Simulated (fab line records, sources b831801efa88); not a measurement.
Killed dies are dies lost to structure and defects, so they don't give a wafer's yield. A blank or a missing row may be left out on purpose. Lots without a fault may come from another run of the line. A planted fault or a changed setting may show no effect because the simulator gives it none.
fab line records | flow sky130
record lots=6 wafers=18 last_day=50
route steps=708 shown LOCAL_INTERCONNECT@390 PAD_OPEN@708
lots that met no fault: from a run of the same line without faults
start_h: hours from the record's first day to the start of the lot's first wafer shown | wait_h: hours since the lot's step before | " the same as in the row above | L1.1+2: a row that stands for several wafers | - no value, or no start given | * or withheld: withheld | < > ~ a bound
route shown NAME@n: a module of which the file shows steps, and the number in the route of the first | usual: mean/standard deviation of fault-free wafers | same: alike in all rows | chamber/n: place in a boat | sites: the reading at each site | _std_site: their standard deviation | _edge_site: outer sites' mean less inner sites' | radius_mm: how far each site lies from the wafer's centre | mask NAME#n: copy n | behind: the tool/chamber that last shaped the wafer | hold: why the lot was held/for how many hours/how that ended | device: the transistor (n, p or np) that didn't switch | end of line: the same wafers' tests at the end of the route | a step without rows: its recipe alone | killed: dies lost to structure and defects at the first sort, not the wafer's yield | map: a wafer's dies, x killed, . not, _ none there
set.NAME: the setting as run; set.NAME@STEP: as run at that earlier step | model.NAME: the simulator's own value behind a step, which no gauge read
lots at some steps of the route; a table a step, a row a wafer
services: from which hour (start_h, from the record's first day; less than 0 if before it) a tool's chamber was out of use, for how many hours, and why
## steps
# step SKY_LOCAL_INTERCONNECT_DEHYDRATE_03
# recipe temp_c=200 time_s=60
# step SKY_LOCAL_INTERCONNECT_HMDS_04
# recipe prime_time_s=60 prime_temp_c=120
# step SKY_LOCAL_INTERCONNECT_COAT_05
# recipe resist=BARC temp_c=withheld time_s=withheld spin_rpm=3000 resist_thk_nm=60
# step SKY_LOCAL_INTERCONNECT_COAT_06
# recipe resist=KrF-thick spin_rpm=3000 resist_thk_nm=450
# step SKY_LOCAL_INTERCONNECT_SOFTBAKE_07
# recipe temp_c=100 time_s=90 resist=KrF-thick
# step SKY_LOCAL_INTERCONNECT_EXPOSE_08
# recipe mask_id=LI1M na=0.8 source_shape=annular sigma_inner=0.55 sigma_outer=0.85 target_cd_nm=170 dose_mj=28
# step SKY_LOCAL_INTERCONNECT_PEB_09
# recipe peb_temp_c=withheld peb_time_s=withheld resist=KrF-thick
# step SKY_LOCAL_INTERCONNECT_DEVELOP_10
# recipe develop_time_s=60 resist=KrF-thick dev_temp_c=21
# step SKY_LOCAL_INTERCONNECT_CD_MEAS_11
# recipe target_cd_nm=170
# usual cd_nm=169.9/1.4
# columns lot.wafer tool chamber start_h wait_h cd_nm
L869.3 cd_sem-02 - 756.35 - 171.1
L869.5 " - " " 168.9
L869.6 " - " " 170.6
L870.1 cd_sem-02 - 759.92 - 170.4
L870.4 " - " " 170.7
L870.5 " - " " 170.3
L877.2 cd_sem-01 - 824.13 - 171.4
L877.4 " - " " 169.3
L877.6 " - " " 170.1
L884.1 cd_sem-02 - 858.32 - 169.5
L884.2 " - " " 167.6
L884.6 " - " " 168.6
L885.1 cd_sem-01 - 863.96 - 169.8
L885.3 " - " " 172.6
L885.5 " - " " 170.5
L886.2 cd_sem-01 - 881.54 - 169.2
L886.3 " - " " 169.8
L886.5 " - " " 169.7
# step SKY_LOCAL_INTERCONNECT_OVL_MEAS_12
# usual LOCAL_INTERCONNECT_OVL=0/5.7
# columns lot.wafer tool chamber start_h wait_h LOCAL_INTERCONNECT_OVL[nm]
L869.3 overlay-02 - 756.44 0.1 0
L869.5 " - " " -1
L869.6 " - " " -1
L870.1 overlay-02 - 760.04 0.1 -3
L870.4 " - " " -4
L870.5 " - " " -4
L877.2 overlay-01 - 824.24 0.1 -5
L877.4 " - " " -5
L877.6 " - " " -3
L884.1 overlay-02 - 858.44 0.1 -5
L884.2 " - " " 3
L884.6 " - " " 1
L885.1 overlay-02 - 864.08 0.1 10
L885.3 " - " " 5
L885.5 " - " " 7
L886.2 overlay-02 - 881.65 0.1 5
L886.3 " - " " 16
L886.5 " - " " 10
# step SKY_LOCAL_INTERCONNECT_ETCH_13
# recipe chemistry=N2/H2 target=BARC ion_energy_ev=200 bias_w=100 pressure_mtorr=30 n2_flow_sccm=100 h2_flow_sccm=200 icp_w=500 stop_on=SiO2 time_s=45.9 target_depth_a=600
# usual drypump_motor_current_A=6.2/0.36 oes_product_au=0.854/0.0048 throttle_valve_pct=13.223/0.0088
# same time_s=45.9
# columns lot.wafer tool chamber start_h wait_h drypump_motor_current_A oes_product_au rf_hours_counter_h throttle_valve_pct
L869.3 rie_metal-01 1 756.49 0.0 6.3 0.848 - 13.229
L869.5 " 1 " " 6.3 0.853 - 13.227
L869.6 " 0 " " 5.7 0.853 - 13.213
L870.1 rie_metal-02 1 760.08 0.0 6.5 0.850 1 13.220
L870.4 " 1 " " 6.4 0.855 - 13.230
L870.5 " 0 " " 5.9 0.849 - 13.217
L877.2 rie_metal-03 1 824.27 0.0 6.8 0.857 12 13.234
L877.4 " 0 " " 5.9 0.851 - 13.223
L877.6 " 0 " " 5.9 0.863 - 13.220
L884.1 rie_metal-03 1 858.48 0.0 6.8 0.852 14 13.229
L884.2 " 0 " " 5.9 0.857 3 13.205
L884.6 " 0 " " 5.9 0.858 - 13.228
L885.1 rie_metal-02 1 864.12 0.0 6.4 0.856 5 13.219
L885.3 " 1 " " 6.4 0.864 - 13.228
L885.5 " 1 " " 6.4 0.866 - 13.220
L886.2 rie_metal-01 0 881.68 0.0 5.7 0.854 4 13.212
L886.3 " 1 " " 6.3 0.858 - 13.226
L886.5 " 0 " " 5.7 0.850 - 13.214
# step SKY_LOCAL_INTERCONNECT_METAL_ETCH_14
# recipe target_depth_nm=110 stop_on=PSG chemistry=Cl2/BCl3 target=TiN resist_sidewall_deg=88 pressure_mtorr=10 icp_w=900 bias_w=48.5 Cl2_flow_sccm=60 bcl3_flow_sccm=30 time_s=31.4
# usual drypump_motor_current_A=6.2/0.36 oes_product_au=0.943/0.0087 throttle_valve_pct=21.901/0.011
# same time_s=31.4
# columns lot.wafer tool chamber start_h wait_h drypump_motor_current_A oes_product_au rf_hours_counter_h throttle_valve_pct
L869.3 rie_metal-01 1 756.55 0.0 6.4 0.950 - 21.917
L869.5 " 1 " " 6.3 0.951 - 21.918
L869.6 " 0 " " 5.7 0.947 - 21.907
L870.1 rie_metal-02 1 760.14 0.0 6.4 0.940 1 21.900
L870.4 " 1 " " 6.4 0.936 - 21.901
L870.5 " 0 " " 5.8 0.951 - 21.898
L877.2 rie_metal-03 1 824.33 0.0 6.8 0.947 12 21.903
L877.4 " 0 " " 5.9 0.950 - 21.893
L877.6 " 0 " " 5.9 0.947 - 21.879
L884.1 rie_metal-03 1 858.54 0.0 6.7 0.932 14 21.901
L884.2 " 0 " " 5.9 0.940 3 21.901
L884.6 " 0 " " 5.9 0.942 - 21.900
L885.1 rie_metal-02 1 864.24 0.1 6.4 0.950 5 21.896
L885.3 " 1 " " 6.4 0.937 - 21.897
L885.5 " 1 " " 6.4 0.944 - 21.899
L886.2 rie_metal-01 0 881.74 0.0 5.7 0.944 4 21.894
L886.3 " 1 " " 6.3 0.944 - 21.914
L886.5 " 0 " " 5.7 0.939 - 21.897
# step SKY_LOCAL_INTERCONNECT_STRIP_15
# recipe chemistry=O2/N2 power_w=1400 pressure_mtorr=1500 platen_temp_c=withheld o2_flow_sccm=3000 n2_flow_sccm=300 overash_fraction=0.5
# usual chamber_pressure_mTorr=1500.1/1.4 drypump_motor_current_A=5.8/0.51 oes_product_au=0.427/0.0048 strip_time_to_endpoint_s=4.729/0.02
# columns lot.wafer tool chamber start_h wait_h chamber_pressure_mTorr drypump_motor_current_A oes_product_au rf_hours_counter_h strip_time_to_endpoint_s model.KrF-thick_of_LOCAL_INTERCONNECT_COAT_06.thk_nm
L869.3 plasma_asher-02 0 756.61 0.1 - - - - - 349.5
L869.5 " 0 " " - - - - - 349.1
L869.6 " 1 " " - - - - - 349.7
L870.1 plasma_asher-02 1 760.19 0.0 - - - - - 346.2
L870.4 " 0 " " - - - - - 348.1
L870.5 " 0 " " - - - - - 349.4
L877.2 plasma_asher-02 0 824.38 0.0 1500.6 5.7 0.431 39 4.750 0
L877.4 " 1 " " 1500.2 5.7 0.426 - 4.738 0
L877.6 " 0 " " 1497.4 5.7 0.424 - 4.753 0
L884.1 plasma_asher-03 0 858.59 0.0 1500.4 4.9 0.433 11 4.734 0
L884.2 " 1 " " 1501.7 6.0 0.430 11 4.740 0
L884.6 " 0 " " 1501.3 4.9 0.422 - 4.749 0
L885.1 plasma_asher-03 1 864.35 0.1 1501.6 6.0 0.426 12 4.729 0
L885.3 " 0 " " 1498.4 4.9 0.419 - 4.711 0
L885.5 " 1 " " 1500.3 6.0 0.429 - 4.707 0
L886.2 plasma_asher-03 0 881.79 0.0 1499.0 4.9 0.429 14 4.735 0
L886.3 " 0 " " 1499.1 4.9 0.419 - 4.736 0
L886.5 " 0 " " 1500.3 4.9 0.422 - 4.729 0
# step SKY_LOCAL_INTERCONNECT_STRIP_16
# recipe chemistry=post_etch_residue_remover time_s=1200 temp_c=72.5
# step SKY_PAD_OPEN_PROBE_99
# usual killed_at_M0_to_M3=43/6.7 killed_at_M4_up=3.2/1.9 killed_at_contacts=24/5.9 killed_at_front_end=15/4.1 killed_at_other=0.3/0.56 killed_dies=86/9.5 killed_on_rim=17/3.7 killed_open=47/7.4 killed_short=39/5.5
# same gross_dies=492 killed_at_back_side=0
# columns lot.wafer tool chamber start_h wait_h killed_at_M0_to_M3 killed_at_M4_up killed_at_contacts killed_at_front_end killed_at_other killed_dies killed_on_rim killed_open killed_short
L869.3 prober-02 - 1117.67 0.2 52 1 423 14 2 492 96 55 39
L869.5 prober-02 - 1117.77 0.2 39 4 437 12 0 492 96 37 42
L869.6 prober-02 - 1117.82 0.2 49 2 425 16 0 492 96 53 39
L870.1 prober-01 - 1118.29 0.1 39 3 435 15 0 492 96 38 40
L870.4 prober-01 - 1118.44 0.2 41 8 429 14 0 492 96 50 48
L870.5 prober-01 - 1118.49 0.2 42 1 428 19 2 492 96 43 47
L877.2 prober-02 - 1160.94 0.1 40 2 17 13 0 72 12 38 34
L877.4 prober-02 - 1161.04 0.2 45 4 27 20 0 96 18 46 50
L877.6 prober-02 - 1161.14 0.2 67 4 28 14 0 113 19 59 54
L885.1 prober-02 - 1186.87 0.1 46 1 22 10 0 79 13 40 39
L885.3 prober-02 - 1186.97 0.2 47 1 22 10 1 81 19 44 37
L885.5 prober-02 - 1187.07 0.2 46 2 32 12 1 93 13 48 45
L886.2 prober-01 - 1198.84 0.1 43 4 23 17 0 87 19 53 34
L886.3 prober-01 - 1198.89 0.2 58 1 20 15 1 95 19 64 31
L886.5 prober-01 - 1198.99 0.2 35 4 27 19 0 85 24 55 30
# killed by level:class
L869.3 CONTACT:area_cvd=398 VIA1:geometric_particle:open=14 CONTACT:geometric_particle:open=12 VIA2:geometric_particle:open=7 LI_CONTACT:geometric_particle:open=6 METAL1:geometric_particle:short=6 METAL2:geometric_particle:short=5 VIA1:geometric_particle:short=4
L869.5 CONTACT:area_cvd=413 METAL2:geometric_particle:short=8 VIA2:geometric_particle:open=7 CONTACT:geometric_particle:short=7 VIA1:geometric_particle:open=7 LI_CONTACT:geometric_particle:open=6 LOCAL_INTERCONNECT:geometric_particle:short=5 CONTACT:geometric_particle:open=5
L869.6 CONTACT:area_cvd=400 CONTACT:geometric_particle:open=12 VIA1:geometric_particle:open=10 VIA3:geometric_particle:open=9 METAL1:geometric_particle:short=8 FIELD_ISO:geometric_particle:short=5 LOCAL_INTERCONNECT:geometric_particle:short=5 VIA1:geometric_particle:short=5
L870.1 CONTACT:area_cvd=414 METAL2:geometric_particle:short=10 CONTACT:geometric_particle:open=9 VIA1:geometric_particle:open=7 FIELD_ISO:geometric_particle:open=6 METAL1:geometric_particle:short=6 LOCAL_INTERCONNECT:geometric_particle:short=5 FIELD_ISO:geometric_particle:short=3
L870.4 CONTACT:area_cvd=394 CONTACT:geometric_particle:open=13 CONTACT:geometric_particle:short=8 METAL2:geometric_particle:short=6 LI_CONTACT:geometric_particle:open=5 VIA1:geometric_particle:open=5 VIA1:geometric_particle:short=5 VIA2:geometric_particle:open=5
L870.5 CONTACT:area_cvd=402 CONTACT:geometric_particle:open=10 VIA2:geometric_particle:open=8 METAL1:geometric_particle:short=7 METAL2:geometric_particle:short=7 POLY_GATE:geometric_particle:open=6 VIA1:geometric_particle:open=5 CONTACT:geometric_particle:short=5
L877.2 METAL1:geometric_particle:short=9 VIA1:geometric_particle:open=8 VIA2:geometric_particle:open=7 LI_CONTACT:geometric_particle:open=6 METAL2:geometric_particle:short=6 CONTACT:geometric_particle:open=5 VIA1:geometric_particle:short=4 FIELD_ISO:geometric_particle:open=3
L877.4 CONTACT:geometric_particle:open=12 METAL1:geometric_particle:short=8 VIA1:geometric_particle:open=8 FIELD_ISO:geometric_particle:open=7 LOCAL_INTERCONNECT:geometric_particle:short=7 FIELD_ISO:geometric_particle:short=6 VIA3:geometric_particle:open=6 VIA1:geometric_particle:short=4
L877.6 VIA1:geometric_particle:open=21 CONTACT:geometric_particle:open=12 METAL2:geometric_particle:short=7 METAL3:geometric_particle:short=7 VIA2:geometric_particle:open=7 POLY_GATE:geometric_particle:open=6 METAL1:geometric_particle:short=6 VIA1:geometric_particle:short=6
L885.1 VIA2:geometric_particle:short=8 LI_CONTACT:geometric_particle:open=8 METAL1:geometric_particle:short=8 VIA2:geometric_particle:open=7 CONTACT:geometric_particle:open=6 VIA1:geometric_particle:short=5 VIA1:geometric_particle:open=5 VIA3:geometric_particle:open=5
L885.3 VIA1:geometric_particle:open=10 VIA3:geometric_particle:open=10 CONTACT:geometric_particle:open=6 LI_CONTACT:geometric_particle:open=5 METAL1:geometric_particle:short=5 VIA1:geometric_particle:short=5 FIELD_ISO:geometric_particle:short=4 METAL2:geometric_particle:short=4
L885.5 LI_CONTACT:geometric_particle:open=11 METAL1:geometric_particle:short=8 VIA2:geometric_particle:open=8 CONTACT:geometric_particle:short=7 VIA1:geometric_particle:open=7 CONTACT:geometric_particle:open=6 POLY_GATE:geometric_particle:short=5 METAL3:geometric_particle:short=5
L886.2 VIA3:geometric_particle:open=10 CONTACT:geometric_particle:open=8 VIA1:geometric_particle:open=8 VIA2:geometric_particle:open=6 POLY_GATE:geometric_particle:open=5 LI_CONTACT:geometric_particle:open=5 FIELD_ISO:geometric_particle:open=4 FIELD_ISO:geometric_particle:short=4
L886.3 VIA1:geometric_particle:open=13 VIA2:geometric_particle:open=12 VIA3:geometric_particle:open=11 CONTACT:geometric_particle:open=10 METAL2:geometric_particle:short=6 SPACER:geometric_particle:short=4 FIELD_ISO:geometric_particle:open=3 FIELD_ISO:geometric_particle:short=3
L886.5 CONTACT:geometric_particle:open=12 VIA1:geometric_particle:open=10 FIELD_ISO:geometric_particle:open=9 LI_CONTACT:geometric_particle:open=8 VIA3:geometric_particle:open=5 CONTACT:geometric_particle:short=4 VIA1:geometric_particle:short=4 VIA2:geometric_particle:open=4
# map L869.3 (x killed, . not)
__________xxxxxxxxxx_________
________xxxxxxxxxxxxxx_______
______xxxxxxxxxxxxxxxxxx_____
_____xxxxxxxxxxxxxxxxxxxx____
____xxxxxxxxxxxxxxxxxxxxxx___
___xxxxxxxxxxxxxxxxxxxxxxxx__
__xxxxxxxxxxxxxxxxxxxxxxxxxx_
_xxxxxxxxxxxxxxxxxxxxxxxxxxxx
_xxxxxxxxxxxxxxxxxxxxxxxxxxxx
_xxxxxxxxxxxxxxxxxxxxxxxxxxxx
_xxxxxxxxxxxxxxxxxxxxxxxxxxxx
_xxxxxxxxxxxxxxxxxxxxxxxxxxxx
_xxxxxxxxxxxxxxxxxxxxxxxxxxxx
_xxxxxxxxxxxxxxxxxxxxxxxxxxxx
_xxxxxxxxxxxxxxxxxxxxxxxxxxxx
__xxxxxxxxxxxxxxxxxxxxxxxxxx_
___xxxxxxxxxxxxxxxxxxxxxxxx__
____xxxxxxxxxxxxxxxxxxxxxx___
_____xxxxxxxxxxxxxxxxxxxx____
______xxxxxxxxxxxxxxxxxx_____
________xxxxxxxxxxxxxx_______
__________xxxxxxxxxx_________
# map L870.1 (x killed, . not)
__________xxxxxxxxxx_________
________xxxxxxxxxxxxxx_______
______xxxxxxxxxxxxxxxxxx_____
_____xxxxxxxxxxxxxxxxxxxx____
____xxxxxxxxxxxxxxxxxxxxxx___
___xxxxxxxxxxxxxxxxxxxxxxxx__
__xxxxxxxxxxxxxxxxxxxxxxxxxx_
_xxxxxxxxxxxxxxxxxxxxxxxxxxxx
_xxxxxxxxxxxxxxxxxxxxxxxxxxxx
_xxxxxxxxxxxxxxxxxxxxxxxxxxxx
_xxxxxxxxxxxxxxxxxxxxxxxxxxxx
_xxxxxxxxxxxxxxxxxxxxxxxxxxxx
_xxxxxxxxxxxxxxxxxxxxxxxxxxxx
_xxxxxxxxxxxxxxxxxxxxxxxxxxxx
_xxxxxxxxxxxxxxxxxxxxxxxxxxxx
__xxxxxxxxxxxxxxxxxxxxxxxxxx_
___xxxxxxxxxxxxxxxxxxxxxxxx__
____xxxxxxxxxxxxxxxxxxxxxx___
_____xxxxxxxxxxxxxxxxxxxx____
______xxxxxxxxxxxxxxxxxx_____
________xxxxxxxxxxxxxx_______
__________xxxxxxxxxx_________
## services
# columns tool chamber start_h hours kind
plasma_asher-03 - 733.75 9.0 pm
plasma_asher-03 0 733.75 9.0 vent_cycle
plasma_asher-03 1 733.75 9.0 vent_cycle
plasma_asher-03 0 742.75 - clean
plasma_asher-03 1 742.75 - clean
rie_metal-03 0 750.64 4.3 repair
plasma_asher-02 - 758.76 0.7 repair
rie_metal-03 0 759.85 - clean
rie_metal-03 0 759.85 13.5 scheduled_down
rie_metal-03 0 759.85 13.5 vent_cycle
rie_metal-01 0 761.06 - clean
rie_metal-01 0 761.06 20.0 scheduled_down
rie_metal-01 0 761.06 20.0 vent_cycle
rie_metal-01 - 799.70 0.2 repair
rie_metal-03 - 804.14 2.8 pm
plasma_asher-03 - 805.87 1.7 repair
rie_metal-02 0 863.30 - clean
rie_metal-02 0 863.30 22.1 scheduled_down
rie_metal-02 0 863.30 22.1 vent_cycle
## key
first_sign step=SKY_LOCAL_INTERCONNECT_STRIP_15 reading=tool_record direction=missing
effect step=SKY_PAD_OPEN_PROBE_99 reading=killed_at_contacts direction=up sigmas=69 usual=24 struck=430
model_effect step=SKY_LOCAL_INTERCONNECT_STRIP_15 value=KrF-thick_of_LOCAL_INTERCONNECT_COAT_06.thk_nm without=0 struck=348.7
more_kills_born_at SKY_CONTACT_CVD_00@pecvd-02=1211 SKY_CONTACT_CVD_00@pecvd-01=1210
met_at SKY_LOCAL_INTERCONNECT_STRIP_15
struck_wafers L869.3,L869.5,L869.6,L870.1,L870.4,L870.5
later_rows_left_out L869.3,L869.5,L869.6,L870.1,L870.4,L870.5
tester_left_out L869,L870
fault kind=skipped_step_whole tool=plasma_asher-02 chamber=- onset_h=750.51 steps=SKY_LOCAL_INTERCONNECT_STRIP_15 scope=struck_lots_only
# tester_left_out: of these lots the tester's yield and bins aren't shown, on N5 and GAA mostly nor the transistor test; their killed dies are dies lost to structure and defects alone, not to doping, threshold or leakage, so they don't give the yield
# later_rows_left_out: the simulator's readings of these wafers behind a module that went badly wrong aren't trusted and aren't shown, but for the sort
